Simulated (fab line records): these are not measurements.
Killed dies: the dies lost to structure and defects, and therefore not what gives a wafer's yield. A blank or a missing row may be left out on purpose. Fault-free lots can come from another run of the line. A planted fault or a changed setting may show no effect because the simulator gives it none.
Chamber matching :: flow gf180mcu :: cmp-01 running GF_V2_CMP_26: 4 sister chambers
The step polishes, stops on SiO2, t overpolish 15 s, target thk 0 nm. 4 wafers are shown with their chamber, then 9 later ones without.

## WAFERS WITH THEIR CHAMBER
wafer: L230.6
chamber: 2
edge zone pressure frac: 1.018

wafer: L234.6
chamber: 0
edge zone pressure frac: 1.006

wafer: L236.3
chamber: 1
edge zone pressure frac: 1.000

wafer: L236.6
chamber: 3
edge zone pressure frac: 0.995

## WAFERS MISSING THEIR CHAMBER
wafer: L237.1
edge zone pressure frac: 1.000

wafer: L237.3
edge zone pressure frac: 0.998

wafer: L237.4
edge zone pressure frac: 1.006

wafer: L242.1
edge zone pressure frac: 1.009

wafer: L242.2
edge zone pressure frac: 1.000

wafer: L242.6
edge zone pressure frac: 0.996

wafer: L246.1
edge zone pressure frac: 0.993

wafer: L246.4
edge zone pressure frac: 1.007

wafer: L246.5
edge zone pressure frac: 0.999

## WHICH CHAMBER EACH WENT THROUGH
wafer: L237.1
from the rows above: 1
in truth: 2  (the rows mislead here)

wafer: L237.3
from the rows above: can't be placed: 1 or 3
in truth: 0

wafer: L237.4
from the rows above: 0
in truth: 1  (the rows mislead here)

wafer: L242.1
from the rows above: 0
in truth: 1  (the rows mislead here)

wafer: L242.2
from the rows above: 1
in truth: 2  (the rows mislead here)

wafer: L242.6
from the rows above: 3
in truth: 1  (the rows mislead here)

wafer: L246.1
from the rows above: 3
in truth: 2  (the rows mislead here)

wafer: L246.4
from the rows above: 0
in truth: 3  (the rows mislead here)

wafer: L246.5
from the rows above: 1
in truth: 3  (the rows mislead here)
Correct placement for 0 of the 9. These rows do not allow placing 1 (true chamber among the candidates in 0). Number placed wrongly: 8.
How it was worked out, from the rows above alone: a wafer's distance from a chamber is the root of the sum, over the readings, of the square of ((its reading less the chamber's mean) divided by the reading's scatter). If the next closest chamber is less than 2 further off than the closest, the wafer can't be placed; otherwise it belongs to the closest. Each chamber's mean is taken over the wafers shown for it. The scatter: with one shown wafer a chamber, the root of the mean of the squares of how far each hidden wafer lies from its nearest shown one.
